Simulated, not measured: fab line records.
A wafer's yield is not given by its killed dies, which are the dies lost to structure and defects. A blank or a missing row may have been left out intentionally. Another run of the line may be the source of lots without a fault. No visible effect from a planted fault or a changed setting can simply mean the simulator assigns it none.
Matching of chambers	flow sky130	4 sister chambers for SKY_VIA1_CMP_24 on cmp-01
The step polishes, stops on SiO2, t overpolish 15 s, target thk 0 nm. 14 wafers are shown with their chamber, then 7 later ones without.

WAFERS PAIRED WITH THEIR CHAMBERS
wafer	chamber	motorCurrentA (A)	overpolishRunS (s)	timeToEndpointS (s)
L202.1	1	10.2	14.989	63
L202.3	2	11.8	15.003	62
L202.6	1	10.4	15.019	64
L205.2	1	9.8	15.002	66
L205.3	0	12.6	14.984	66
L205.6	1	9.8	15.000	65
L206.1	3	10.5	14.984	63
L206.3	2	12.1	14.979	60
L206.4	1	10.3	15.001	63
L214.2	2	12.1	14.995	65
L214.4	1	9.8	14.992	65
L214.5	1	10.2	15.004	63
L219.1	1	10.2	14.993	65
L219.2	2	12.7	15.006	67

SIGNATURES, as means of the wafers listed above
reading	chamber 0	chamber 1	chamber 2	chamber 3	scatter within a chamber
motorCurrentA	12.600	10.088	12.175	10.500	0.293
overpolishRunS	14.98400	15.00000	14.99575	14.98400	0.0103
timeToEndpointS	66.00	64.25	63.50	63.00	1.96
Rule: a wafer lies at a distance from a chamber equal to the root of the sum of squares, over the readings, of (its reading less the chamber's mean, divided by the reading's scatter). If the next closest chamber is less than 2 further off than the closest, the wafer can't be placed; otherwise it belongs to the closest. The scatter: the root of (the sum of the squares of (reading less its chamber's mean) over the shown wafers, divided by (wafers less chambers)).

WAFERS WHOSE CHAMBER IS MISSING
wafer	motorCurrentA (A)	overpolishRunS (s)	timeToEndpointS (s)
L219.6	10.3	15.001	67
L220.4	10.3	14.997	64
L220.5	10.8	14.996	66
L220.6	12.0	15.012	64
L224.1	12.7	14.995	66
L224.4	11.9	15.013	62
L224.5	11.7	14.979	63

EACH ONE'S CHAMBER
wafer	from the rows above	in truth
L219.6	can't be placed: 1 or 3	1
L220.4	can't be placed: 1 or 3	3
L220.5	can't be placed: 3 or 1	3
L220.6	can't be placed: 2 or 0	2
L224.1	can't be placed: 0 or 2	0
L224.4	2	2
L224.5	can't be placed: 2 or 0 or 3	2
Correctly placed: 1 of 7. Unplaceable from these rows: 6, with the true chamber sitting among the candidates in 6. Placed wrongly: 0.
